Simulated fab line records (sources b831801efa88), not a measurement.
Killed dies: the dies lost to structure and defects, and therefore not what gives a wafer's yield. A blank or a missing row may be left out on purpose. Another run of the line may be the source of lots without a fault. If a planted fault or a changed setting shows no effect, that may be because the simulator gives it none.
fab line records	flow sky130
record lots=12	wafers=36	lastDay=50
route steps=708 shown VIA4@640 METAL5@661 PAD_OPEN@708
lots that met no fault: taken from a fault-free run of the same line
startH: hours from the record's first day to the start of the lot's first wafer shown	waitH: hours since the lot's step before	" as in the row above	L1.1+2: a row that stands for several wafers	- no value present, or no start provided	* or withheld: withheld	< > ~ a bound
route shown NAME@n: a module of which the file shows steps, and the number in the route of the first	usual: mean and standard deviation over wafers with no fault	same: alike in all rows	chamber/n: place in a boat	sites: per-site readings	_std_site: standard deviation of those values	_edge_site: mean of outer sites minus mean of inner sites	radiusMm: for every site, how far away it sits from the centre of the wafer	mask NAME#n: copy n	behind: the most recent tool/chamber to have shaped the wafer	hold: why the lot went on hold/how many hours it stayed there/how the hold came to an end	device: names the non-switching transistor (n, p or np)	end of line: the same wafers' tests at the end of the route	a step without rows: its recipe alone	killed: dies that structure and defects cost at the first sort, which is not the same as the wafer's yield	map: shows each die of a wafer: x if killed, . if not, _ if none is there
set.NAME: the run value of the setting; set.NAME@STEP: its run value at that earlier step	model.NAME: the simulator's own value behind a step, which no gauge read
route steps across a sampled set of lots; one table per step, one row per wafer
services: the hour from which a tool's chamber was out of use, counted from the record's first day as startH (under 0 if before that day), plus the number of hours and why
## steps
# step SKY_VIA4_THK_MEAS_01
# recipe reads=SiO2_of_VIA4_HDPCVD_00
# usual VIA4_HDPCVD_THK=1735/20
lot.wafer	tool	chamber	startH	waitH	VIA4_HDPCVD_THK[nm]
L584.2	filmMetro-03	-	973.23	0.1	1752
L584.3	"	-	"	"	1764
L584.5	"	-	"	"	1737
L593.1	filmMetro-03	-	1040.59	0.1	1749
L593.4	"	-	"	"	1754
L593.5	"	-	"	"	1740
L596.1	filmMetro-04	-	1062.04	0.1	1712
L596.2	"	-	"	"	1738
L596.4	"	-	"	"	1713
L597.4	filmMetro-04	-	1065.33	0.0	1729
L597.5	"	-	"	"	1752
L597.6	"	-	"	"	1762
L599.2	filmMetro-04	-	1071.53	0.1	1734
L599.4	"	-	"	"	1732
L599.5	"	-	"	"	1753
L600.1	filmMetro-03	-	1079.07	0.1	1750
L600.2	"	-	"	"	1716
L600.6	"	-	"	"	1724
L601.1	filmMetro-01	-	1085.02	0.1	1766
L601.3	"	-	"	"	1777
L601.5	"	-	"	"	1772
L602.2	filmMetro-04	-	1096.02	0.1	1757
L602.3	"	-	"	"	1769
L602.4	"	-	"	"	1712
L603.1	filmMetro-04	-	1112.90	0.1	1718
L603.4	"	-	"	"	1745
L603.5	"	-	"	"	1720
L605.2	filmMetro-01	-	1118.20	0.1	1727
L605.5	"	-	"	"	1738
L605.6	"	-	"	"	1711
L606.1	filmMetro-04	-	1119.22	0.1	1704
L606.3	"	-	"	"	1733
L606.5	"	-	"	"	1719
L604.1	filmMetro-03	-	1120.95	0.1	1715
L604.4	"	-	"	"	1684
L604.5	"	-	"	"	1725
# step SKY_VIA4_STRIP_13
# recipe chemistry=O2/N2	powerW=1400	pressureMtorr=1500	platenTempC=withheld	o2FlowSccm=3000	n2FlowSccm=300	overashFraction=0.5
# usual drypumpMotorCurrentA=5.6/0.56	oesProductAu=0.710/0.0043	stripTimeToEndpointS=12.80/0.032
# same overashFraction=0.5
lot.wafer	tool	chamber	startH	waitH	drypumpMotorCurrentA	oesProductAu	rfHoursCounterH	stripTimeToEndpointS
L584.2	plasmaAsher-03	1	997.21	-	5.1	0.707	82	12.78
L584.3	"	1	"	"	5.1	0.706	-	12.84
L584.5	"	1	"	"	5.1	0.717	-	12.84
L593.1	plasmaAsher-03	1	1062.57	-	5.1	0.711	89	12.78
L593.4	"	0	"	"	6.1	0.714	-	12.85
L593.5	"	0	"	"	6.1	0.708	-	12.78
L596.1	plasmaAsher-01	0	1083.46	-	5.7	0.701	65	12.80
L596.2	"	1	"	"	4.9	0.713	65	12.80
L596.4	"	0	"	"	5.7	0.722	-	12.79
L597.4	plasmaAsher-03	0	1086.31	-	6.1	0.708	-	12.83
L597.5	"	1	"	"	5.1	0.720	-	12.83
L597.6	"	0	"	"	6.0	0.711	-	12.83
L599.2	plasmaAsher-04	0	1092.31	-	6.6	0.711	2	12.74
L599.4	"	0	"	"	6.6	0.711	-	12.68
L599.5	"	0	"	"	6.6	0.710	-	12.75
L600.1	plasmaAsher-04	1	1099.27	-	5.4	0.711	3	12.78
L600.2	"	0	"	"	6.6	0.702	3	12.79
L600.6	"	0	"	"	6.6	0.709	-	12.80
L601.1	plasmaAsher-01	0	1105.57	-	5.7	0.705	67	12.86
L601.3	"	0	"	"	5.7	0.715	-	12.82
L601.5	"	1	"	"	5.0	0.712	-	12.80
L602.2	plasmaAsher-01	1	1116.81	-	5.0	0.712	68	12.78
L602.3	"	1	"	"	5.0	0.714	-	12.81
L602.4	"	0	"	"	5.7	0.717	-	12.76
L603.1	plasmaAsher-01	0	1132.47	-	5.7	0.706	70	12.82
L603.4	"	1	"	"	5.0	0.714	-	12.82
L603.5	"	0	"	"	5.7	0.709	-	12.81
L605.2	plasmaAsher-01	1	1137.17	-	4.9	0.710	70	12.84
L605.5	"	1	"	"	4.9	0.711	-	12.78
L605.6	"	0	"	"	5.7	0.712	-	12.81
L606.1	plasmaAsher-01	0	1138.72	-	5.7	0.711	70	12.77
L606.3	"	0	"	"	5.7	0.710	-	12.85
L606.5	"	0	"	"	5.7	0.708	-	12.79
L604.1	plasmaAsher-04	1	1139.82	-	5.4	0.708	7	12.82
L604.4	"	0	"	"	6.7	0.709	-	12.85
L604.5	"	1	"	"	5.4	0.710	-	12.79
# step SKY_METAL5_SPUTTER_00
# recipe material=Ti	targetThkNm=15	powerW=3000	timeS=10	chamberPressurePa=0.4
# usual chamberPressurePa=0.3999/0.00091	throttleValvePct=29.8/1.4
lot.wafer	tool	chamber	startH	waitH	chamberPressurePa	throttleValvePct
L584.2	pvdSputter-02	-	998.54	0.2	0.4018	28.5
L584.3	"	-	"	"	0.4009	30.5
L584.5	"	-	"	"	0.3989	30.9
L593.1	pvdSputter-03	-	1064.17	0.2	0.2814	36.1
L593.4	"	-	"	"	0.3989	27.7
L593.5	"	-	"	"	0.3998	29.8
L596.1	pvdSputter-03	-	1084.75	0.2	0.2808	36.2
L596.2	"	-	"	"	0.3998	29.5
L596.4	"	-	"	"	0.3994	29.2
L597.4	pvdSputter-02	-	1087.60	0.2	0.3999	32.2
L597.5	"	-	"	"	0.4000	30.9
L597.6	"	-	"	"	0.4011	32.1
L599.2	pvdSputter-02	-	1093.69	0.1	0.4001	30.9
L599.4	"	-	"	"	0.4008	30.7
L599.5	"	-	"	"	0.4003	30.6
L600.1	pvdSputter-02	-	1100.80	0.1	0.4006	30.4
L600.2	"	-	"	"	0.4002	28.6
L600.6	"	-	"	"	0.3996	32.2
L601.1	pvdSputter-02	-	1106.86	0.2	0.4010	31.9
L601.3	"	-	"	"	0.4008	30.7
L601.5	"	-	"	"	0.4004	30.9
L602.2	pvdSputter-04	-	1118.10	0.1	0.3996	30.4
L602.3	"	-	"	"	0.3999	29.1
L602.4	"	-	"	"	0.3994	27.6
L603.1	pvdSputter-02	-	1133.76	0.1	0.3999	30.7
L603.4	"	-	"	"	0.3999	28.3
L603.5	"	-	"	"	0.4012	28.4
L605.2	pvdSputter-02	-	1138.71	0.2	0.4000	28.4
L605.5	"	-	"	"	0.4002	28.4
L605.6	"	-	"	"	0.4005	30.4
L606.1	pvdSputter-04	-	1140.01	0.2	0.3984	28.9
L606.3	"	-	"	"	0.3980	30.1
L606.5	"	-	"	"	0.4002	27.6
L604.1	pvdSputter-04	-	1141.51	0.1	0.3983	27.5
L604.4	"	-	"	"	0.3982	29.6
L604.5	"	-	"	"	0.4002	27.4
# step SKY_METAL5_SPUTTER_03
# recipe material=Ti	targetThkNm=5	powerW=3000	timeS=3.3	chamberPressurePa=0.4
# usual chamberPressurePa=0.4000/0.00076	throttleValvePct=29.8/1.3
lot.wafer	tool	chamber	startH	waitH	chamberPressurePa	throttleValvePct
L584.2	pvdSputter-02	-	998.63	0.0	0.3997	28.5
L584.3	"	-	"	"	0.4008	30.3
L584.5	"	-	"	"	0.4000	30.9
L593.1	pvdSputter-03	-	1064.27	0.0	0.3995	30.2
L593.4	"	-	"	"	0.4000	27.5
L593.5	"	-	"	"	0.3994	29.9
L596.1	pvdSputter-03	-	1084.85	0.0	0.3996	30.4
L596.2	"	-	"	"	0.3987	29.7
L596.4	"	-	"	"	0.3983	29.3
L597.4	pvdSputter-02	-	1087.70	0.0	0.3994	32.3
L597.5	"	-	"	"	0.3997	30.9
L597.6	"	-	"	"	0.4010	32.1
L599.2	pvdSputter-02	-	1093.79	0.0	0.3998	31.0
L599.4	"	-	"	"	0.3992	30.4
L599.5	"	-	"	"	0.3996	31.1
L600.1	pvdSputter-02	-	1100.90	0.0	0.3997	30.3
L600.2	"	-	"	"	0.3991	28.3
L600.6	"	-	"	"	0.4003	32.2
L601.1	pvdSputter-02	-	1106.96	0.0	0.3993	32.0
L601.3	"	-	"	"	0.4000	30.7
L601.5	"	-	"	"	0.3998	30.7
L602.2	pvdSputter-04	-	1118.20	0.0	0.3990	30.4
L602.3	"	-	"	"	0.4002	29.2
L602.4	"	-	"	"	0.3992	27.6
L603.1	pvdSputter-02	-	1133.86	0.0	0.3998	30.6
L603.4	"	-	"	"	0.4003	28.6
L603.5	"	-	"	"	0.3997	28.3
L605.2	pvdSputter-02	-	1138.81	0.0	0.3996	28.6
L605.5	"	-	"	"	0.4001	28.5
L605.6	"	-	"	"	0.4010	30.2
L606.1	pvdSputter-04	-	1140.10	0.0	0.4001	29.5
L606.3	"	-	"	"	0.4003	29.9
L606.5	"	-	"	"	0.3993	27.6
L604.1	pvdSputter-04	-	1141.60	0.0	0.4011	27.4
L604.4	"	-	"	"	0.4008	29.7
L604.5	"	-	"	"	0.4004	27.7
# step SKY_PAD_OPEN_PROBE_99
# usual defectLimitedYield=82.5/1.9	killed_at_M0_to_M3=43/6.6	killed_at_M4_up=3.0/1.8	killedAtContacts=24/5.1	killedAtFrontEnd=16/4.5	killedAtOther=0.3/0.67	killedDies=86/9.3	killedOpen=47/6.9	killedShort=39/6.6	sort_bin_3_pad_short=0.9/0.41	sort_bin_5_function=10.4/1.4	sort_bin_6_memory=6.2/1.1	sortNPass=406/9.3	sortYieldPct=82.5/1.9
# same grossDies=492	killedAtBackSide=0	sort_bin_4_leakage[%]=0	sort_bin_8_speed[%]=0
lot.wafer	tool	chamber	startH	waitH	defectLimitedYield[%]	killed_at_M0_to_M3	killed_at_M4_up	killedAtContacts	killedAtFrontEnd	killedAtOther	killedDies	killedOpen	killedShort	sort_bin_3_pad_short[%]	sort_bin_5_function[%]	sort_bin_6_memory[%]	sortNPass	sortYieldPct[%]
L584.2	prober-01	-	1069.13	0.1	84.3	47	5	12	13	0	77	45	32	0.4	7.9	7.3	415	84.3
L584.3	prober-01	-	1069.18	0.2	82.9	43	8	19	14	0	84	47	37	1.0	9.8	6.3	408	82.9
L584.5	prober-01	-	1069.28	0.2	85.6	37	2	19	13	0	71	36	35	0.6	8.9	4.9	421	85.6
L593.1	prober-01	-	1126.96	0.1	83.1	37	2	35	9	0	83	49	33	0.4	10.2	6.3	409	83.1
L593.4	prober-01	-	1127.11	0.2	82.9	38	3	25	17	1	84	42	42	0.8	8.7	7.5	408	82.9
L593.5	prober-01	-	1127.16	0.2	82.3	45	1	26	15	0	87	46	41	0.6	10.4	6.7	405	82.3
L596.1	prober-02	-	1147.89	0.1	82.3	51	3	19	14	0	87	38	49	0.4	9.8	7.5	405	82.3
L596.2	prober-02	-	1147.94	0.1	84.1	43	5	22	8	0	78	45	33	1.2	8.9	5.7	414	84.1
L596.4	prober-02	-	1148.04	0.2	83.7	44	2	23	11	0	80	51	28	1.0	9.6	5.7	412	83.7
L597.4	prober-01	-	1149.54	0.2	79.9	49	4	28	18	0	99	45	54	1.4	12.0	6.7	393	79.9
L597.5	prober-01	-	1149.59	0.2	84.3	38	2	21	16	0	77	43	34	0.8	8.5	6.3	415	84.3
L597.6	prober-01	-	1149.64	0.2	82.7	39	3	22	21	0	85	44	41	0.6	10.8	5.9	407	82.7
L599.2	prober-01	-	1155.43	0.1	78.7	43	3	36	22	1	105	66	38	2.2	11.8	7.3	387	78.7
L599.4	prober-01	-	1155.53	0.2	77.6	52	3	25	30	0	110	56	54	0.8	12.0	9.6	382	77.6
L599.5	prober-01	-	1155.58	0.2	80.7	46	0	24	25	0	95	43	52	1.2	11.8	6.3	397	80.7
L600.1	prober-02	-	1165.54	0.1	85.2	41	4	19	9	0	73	45	28	0.2	8.5	6.1	419	85.2
L600.2	prober-02	-	1165.59	0.1	81.7	50	7	19	14	0	90	42	48	0.6	11.4	6.3	402	81.7
L600.6	prober-02	-	1165.79	0.2	81.5	50	4	25	11	1	91	53	38	0.8	11.2	6.5	401	81.5
L601.1	prober-01	-	1167.04	0.1	83.3	32	6	23	21	0	82	43	37	1.6	10.2	4.9	410	83.3
L601.3	prober-01	-	1167.14	0.2	81.9	40	5	26	17	1	89	58	29	0.8	10.4	6.9	403	81.9
L601.5	prober-01	-	1167.24	0.2	80.1	39	4	39	15	1	98	59	37	0.4	11.6	7.9	394	80.1
L602.2	prober-02	-	1175.03	0.1	79.3	57	4	26	15	0	102	53	49	0.6	13.6	6.5	390	79.3
L602.3	prober-02	-	1175.08	0.2	83.1	31	5	25	22	0	83	38	45	0.2	10.8	5.9	409	83.1
L602.4	prober-02	-	1175.13	0.2	86.4	34	3	23	7	0	67	34	33	1.4	8.9	3.3	425	86.4
L603.1	prober-01	-	1188.73	0.1	83.3	39	0	22	21	0	82	47	35	0.4	10.2	6.1	410	83.3
L603.4	prober-01	-	1188.88	0.2	82.9	40	5	21	17	1	84	49	35	0.2	12.2	4.7	408	82.9
L603.5	prober-01	-	1188.93	0.2	81.7	41	6	21	21	1	90	57	33	1.0	11.8	5.5	402	81.7
L605.2	prober-02	-	1192.48	0.1	83.1	40	5	26	9	3	83	44	39	1.8	9.6	5.5	409	83.1
L605.5	prober-02	-	1192.63	0.2	82.9	49	2	24	9	0	84	46	38	0.4	11.6	5.1	408	82.9
L605.6	prober-02	-	1192.68	0.2	83.9	40	2	19	17	1	79	44	34	1.4	9.6	5.1	413	83.9
L606.1	prober-01	-	1193.39	0.1	82.7	48	2	23	12	0	85	51	34	0.6	10.8	5.9	407	82.7
L606.3	prober-01	-	1193.49	0.2	80.3	49	4	23	21	0	97	41	53	1.0	11.6	7.1	395	80.3
L606.5	prober-01	-	1193.59	0.2	79.7	54	1	16	27	2	100	58	42	1.0	12.6	6.7	392	79.7
L604.1	prober-02	-	1195.13	0.1	80.9	46	2	22	24	0	94	58	35	1.0	11.8	6.3	398	80.9
L604.4	prober-02	-	1195.28	0.2	83.5	41	1	20	19	0	81	29	51	1.4	10.0	5.1	411	83.5
L604.5	prober-02	-	1195.33	0.2	83.7	42	0	22	16	0	80	41	39	0.8	8.9	6.5	412	83.7
# killed by level:class
L584.2 VIA1:geometricParticle:open=14 LI_CONTACT:geometricParticle:open=7 VIA3:geometricParticle:open=7 VIA2:geometricParticle:open=6 METAL1:geometricParticle:short=5 VIA1:geometricParticle:short=5 POLY_GATE:geometricParticle:short=4 METAL4:geometricParticle:short=4
L584.3 CONTACT:geometricParticle:open=10 VIA1:geometricParticle:open=9 VIA2:geometricParticle:open=8 METAL1:geometricParticle:short=7 METAL4:geometricParticle:short=6 LI_CONTACT:geometricParticle:open=5 METAL2:geometricParticle:short=4 VIA3:geometricParticle:open=4
L584.5 VIA1:geometricParticle:open=9 VIA3:geometricParticle:open=7 METAL1:geometricParticle:short=6 LOCAL_INTERCONNECT:geometricParticle:short=5 CONTACT:geometricParticle:open=5 FIELD_ISO:geometricParticle:short=4 CONTACT:geometricParticle:short=4 POLY_GATE:geometricParticle:open=3
L593.1 LI_CONTACT:geometricParticle:open=12 CONTACT:geometricParticle:open=9 METAL1:geometricParticle:short=8 VIA1:geometricParticle:open=8 VIA2:geometricParticle:open=6 CONTACT:geometricParticle:short=5 FIELD_ISO:geometricParticle:open=4 LOCAL_INTERCONNECT:geometricParticle:short=4
L593.4 VIA1:geometricParticle:open=9 FIELD_ISO:geometricParticle:short=8 CONTACT:geometricParticle:open=6 LI_CONTACT:geometricParticle:short=5 LOCAL_INTERCONNECT:geometricParticle:short=5 VIA1:geometricParticle:short=5 METAL2:geometricParticle:short=5 VIA2:geometricParticle:open=5
L593.5 VIA1:geometricParticle:open=11 LI_CONTACT:geometricParticle:open=8 CONTACT:geometricParticle:open=8 FIELD_ISO:geometricParticle:short=5 METAL2:geometricParticle:open=5 CONTACT:geometricParticle:short=5 METAL2:geometricParticle:short=5 POLY_GATE:geometricParticle:short=4
L596.1 VIA1:geometricParticle:open=14 CONTACT:geometricParticle:open=9 METAL2:geometricParticle:short=8 VIA1:geometricParticle:short=7 POLY_GATE:geometricParticle:short=6 METAL1:geometricParticle:short=6 VIA3:geometricParticle:open=5 CONTACT:geometricParticle:short=5
L596.2 VIA1:geometricParticle:open=13 METAL2:geometricParticle:short=9 LI_CONTACT:geometricParticle:open=8 CONTACT:geometricParticle:open=8 VIA3:geometricParticle:open=5 METAL4:geometricParticle:short=4 FIELD_ISO:geometricParticle:short=3 POLY_GATE:geometricParticle:short=3
L596.4 VIA1:geometricParticle:open=13 CONTACT:geometricParticle:open=11 LI_CONTACT:geometricParticle:open=8 METAL1:geometricParticle:short=7 VIA3:geometricParticle:open=7 METAL2:geometricParticle:short=5 VIA2:geometricParticle:open=3 VIA1:geometricParticle:short=3
L597.4 CONTACT:geometricParticle:open=12 METAL2:geometricParticle:short=8 VIA2:geometricParticle:open=8 FIELD_ISO:geometricParticle:short=7 VIA2:geometricParticle:short=7 METAL1:geometricParticle:short=6 VIA1:geometricParticle:open=6 LI_CONTACT:geometricParticle:open=5
L597.5 CONTACT:geometricParticle:open=8 VIA2:geometricParticle:open=8 VIA3:geometricParticle:open=7 POLY_GATE:geometricParticle:short=6 VIA2:geometricParticle:short=6 CONTACT:geometricParticle:short=5 POLY_GATE:geometricParticle:open=4 LI_CONTACT:geometricParticle:open=4
L597.6 VIA1:geometricParticle:open=9 POLY_GATE:geometricParticle:open=6 CONTACT:geometricParticle:open=6 VIA2:geometricParticle:short=6 FIELD_ISO:geometricParticle:open=5 POLY_GATE:geometricParticle:short=5 METAL2:geometricParticle:short=5 VIA3:geometricParticle:open=5
L599.2 CONTACT:geometricParticle:open=14 VIA1:geometricParticle:open=11 LI_CONTACT:geometricParticle:open=8 CONTACT:geometricParticle:short=8 METAL2:geometricParticle:short=7 VIA3:geometricParticle:open=7 POLY_GATE:geometricParticle:open=6 VIA2:geometricParticle:open=6
L599.4 VIA1:geometricParticle:open=12 FIELD_ISO:geometricParticle:short=8 POLY_GATE:geometricParticle:short=8 CONTACT:geometricParticle:open=8 VIA3:geometricParticle:open=8 LOCAL_INTERCONNECT:geometricParticle:short=6 VIA2:geometricParticle:open=6 POLY_GATE:geometricParticle:open=5
L599.5 METAL2:geometricParticle:short=10 CONTACT:geometricParticle:open=10 METAL1:geometricParticle:short=8 FIELD_ISO:geometricParticle:short=7 FIELD_ISO:geometricParticle:open=7 VIA3:geometricParticle:open=7 LI_CONTACT:geometricParticle:open=6 METAL3:geometricParticle:short=6
L600.1 CONTACT:geometricParticle:open=10 VIA3:geometricParticle:open=8 VIA1:geometricParticle:open=7 VIA2:geometricParticle:short=6 FIELD_ISO:geometricParticle:open=5 LI_CONTACT:geometricParticle:open=4 METAL2:geometricParticle:short=4 VIA2:geometricParticle:open=4
L600.2 METAL1:geometricParticle:short=10 VIA1:geometricParticle:open=10 LI_CONTACT:geometricParticle:open=7 POLY_GATE:geometricParticle:short=6 VIA1:geometricParticle:short=6 METAL4:geometricParticle:short=6 CONTACT:geometricParticle:open=5 VIA2:geometricParticle:open=5
L600.6 VIA1:geometricParticle:open=13 CONTACT:geometricParticle:open=8 METAL2:geometricParticle:short=7 LOCAL_INTERCONNECT:geometricParticle:short=7 METAL1:geometricParticle:short=7 VIA2:geometricParticle:open=7 VIA3:geometricParticle:open=7 LI_CONTACT:geometricParticle:open=6
L601.1 POLY_GATE:geometricParticle:short=8 LI_CONTACT:geometricParticle:open=8 CONTACT:geometricParticle:open=7 METAL1:geometricParticle:short=7 POLY_GATE:geometricParticle:open=6 VIA1:geometricParticle:open=6 VIA2:geometricParticle:open=6 FIELD_ISO:geometricParticle:open=5
L601.3 VIA1:geometricParticle:open=13 CONTACT:geometricParticle:open=11 FIELD_ISO:geometricParticle:open=8 LI_CONTACT:geometricParticle:open=7 VIA2:geometricParticle:open=7 VIA3:geometricParticle:open=5 FIELD_ISO:geometricParticle:short=4 LOCAL_INTERCONNECT:geometricParticle:short=4
L601.5 LI_CONTACT:geometricParticle:open=15 CONTACT:geometricParticle:open=12 VIA1:geometricParticle:open=9 LOCAL_INTERCONNECT:geometricParticle:short=6 METAL2:geometricParticle:short=6 FIELD_ISO:geometricParticle:open=5 VIA1:geometricParticle:short=5 VIA2:geometricParticle:open=5
L602.2 VIA1:geometricParticle:open=16 CONTACT:geometricParticle:open=9 VIA3:geometricParticle:open=8 METAL1:geometricParticle:short=7 METAL2:geometricParticle:short=6 LI_CONTACT:geometricParticle:open=5 CONTACT:geometricParticle:short=5 METAL3:geometricParticle:short=5
L602.3 POLY_GATE:geometricParticle:short=8 VIA1:geometricParticle:open=8 LI_CONTACT:geometricParticle:open=7 CONTACT:geometricParticle:short=5 CONTACT:geometricParticle:open=5 METAL1:geometricParticle:short=5 FIELD_ISO:geometricParticle:short=4 LI_CONTACT:geometricParticle:short=4
L602.4 LI_CONTACT:geometricParticle:open=7 CONTACT:geometricParticle:short=6 VIA2:geometricParticle:open=6 LOCAL_INTERCONNECT:geometricParticle:short=5 VIA3:geometricParticle:open=5 METAL1:geometricParticle:short=5 VIA1:geometricParticle:open=5 CONTACT:geometricParticle:open=4
L603.1 LI_CONTACT:geometricParticle:open=8 VIA1:geometricParticle:open=8 CONTACT:geometricParticle:open=7 VIA1:geometricParticle:short=6 FIELD_ISO:geometricParticle:open=5 POLY_GATE:geometricParticle:short=5 POLY_GATE:geometricParticle:open=5 METAL1:geometricParticle:short=4
L603.4 VIA1:geometricParticle:open=11 CONTACT:geometricParticle:open=8 VIA2:geometricParticle:open=7 VIA3:geometricParticle:open=6 FIELD_ISO:geometricParticle:short=5 METAL2:geometricParticle:short=5 LOCAL_INTERCONNECT:geometricParticle:short=5 METAL3:geometricParticle:short=5
L603.5 VIA1:geometricParticle:open=14 VIA2:geometricParticle:open=10 POLY_GATE:geometricParticle:open=7 LOCAL_INTERCONNECT:geometricParticle:short=6 CONTACT:geometricParticle:open=6 CONTACT:geometricParticle:short=5 VIA2:geometricParticle:short=5 VIA3:geometricParticle:open=5
L605.2 CONTACT:geometricParticle:open=9 LI_CONTACT:geometricParticle:open=8 VIA1:geometricParticle:open=8 VIA3:geometricParticle:open=6 VIA2:geometricParticle:short=5 VIA2:geometricParticle:open=5 METAL4:geometricParticle:short=5 METAL1:geometricParticle:short=4
L605.5 VIA3:geometricParticle:open=16 VIA1:geometricParticle:open=9 VIA3:geometricParticle:short=8 LOCAL_INTERCONNECT:geometricParticle:short=6 CONTACT:geometricParticle:open=6 CONTACT:geometricParticle:short=5 VIA1:geometricParticle:short=4 LI_CONTACT:geometricParticle:short=3
L605.6 VIA1:geometricParticle:open=11 CONTACT:geometricParticle:open=8 FIELD_ISO:geometricParticle:short=6 VIA2:geometricParticle:open=5 POLY_GATE:geometricParticle:short=4 LI_CONTACT:geometricParticle:short=4 VIA3:geometricParticle:open=4 LI_CONTACT:geometricParticle:open=3
L606.1 VIA1:geometricParticle:open=13 CONTACT:geometricParticle:open=12 METAL2:geometricParticle:short=6 LI_CONTACT:geometricParticle:open=6 VIA3:geometricParticle:open=5 VIA1:geometricParticle:short=5 METAL3:geometricParticle:short=5 FIELD_ISO:geometricParticle:open=4
L606.3 METAL2:geometricParticle:short=10 VIA1:geometricParticle:open=8 CONTACT:geometricParticle:open=6 VIA3:geometricParticle:open=6 VIA2:geometricParticle:open=6 POLY_GATE:geometricParticle:open=5 VIA2:geometricParticle:short=5 LI_CONTACT:geometricParticle:short=5
L606.5 VIA3:geometricParticle:open=11 VIA2:geometricParticle:open=10 VIA1:geometricParticle:open=10 VIA3:geometricParticle:short=8 FIELD_ISO:geometricParticle:open=6 POLY_GATE:geometricParticle:short=6 POLY_GATE:geometricParticle:open=5 LI_CONTACT:geometricParticle:open=5
L604.1 CONTACT:geometricParticle:open=13 VIA2:geometricParticle:open=10 VIA1:geometricParticle:open=8 FIELD_ISO:geometricParticle:open=7 POLY_GATE:geometricParticle:open=7 METAL2:geometricParticle:short=7 FIELD_ISO:geometricParticle:short=6 VIA1:geometricParticle:short=5
L604.4 METAL2:geometricParticle:short=13 VIA2:geometricParticle:open=8 LOCAL_INTERCONNECT:geometricParticle:short=7 FIELD_ISO:geometricParticle:short=6 CONTACT:geometricParticle:short=6 METAL1:geometricParticle:short=5 POLY_GATE:geometricParticle:open=4 CONTACT:geometricParticle:open=4
L604.5 CONTACT:geometricParticle:open=10 VIA1:geometricParticle:short=6 VIA2:geometricParticle:short=6 VIA1:geometricParticle:open=5 VIA3:geometricParticle:open=5 FIELD_ISO:geometricParticle:open=4 LI_CONTACT:geometricParticle:open=4 LI_CONTACT:geometricParticle:short=4
## services
tool	chamber	startH	hours	kind
plasmaAsher-04	-	983.88	2.8	pm
pvdSputter-04	-	1014.41	4.7	repair
plasmaAsher-04	-	1055.34	9.0	pm
plasmaAsher-04	0	1055.34	9.0	ventCycle
plasmaAsher-04	1	1055.34	9.0	ventCycle
pvdSputter-04	-	1057.39	1.8	repair
plasmaAsher-04	0	1064.34	-	clean
plasmaAsher-04	1	1064.34	-	clean
plasmaAsher-03	-	1091.26	2.8	pm
plasmaAsher-01	-	1099.29	0.6	repair
pvdSputter-02	-	1124.88	1.7	repair
## key
firstSign step=SKY_METAL5_SPUTTER_00	reading=chamberPressurePa	direction=down	sigmas=99+	usual=0.3999	struck=0.2811
effect step=SKY_METAL5_SPUTTER_00	reading=throttleValvePct	direction=up	sigmas=4.6	usual=29.8	struck=36.2
metAt SKY_METAL5_SPUTTER_00
struckLots L593,L596
struckWafers L593.1,L596.1
notActingAt SKY_VIA4_THK_MEAS_01,SKY_VIA4_STRIP_13,SKY_METAL5_SPUTTER_03
fault kind=processParameterDrift	tool=pvdSputter-03	chamber=-	onsetH=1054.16	steps=SKY_METAL5_SPUTTER_00	channel=chamberPressurePa	offset=-0.11959	shape=step	endH=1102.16	actsIn=theseRecipesOnly	stated=0.4	scope=struckWafersOnly
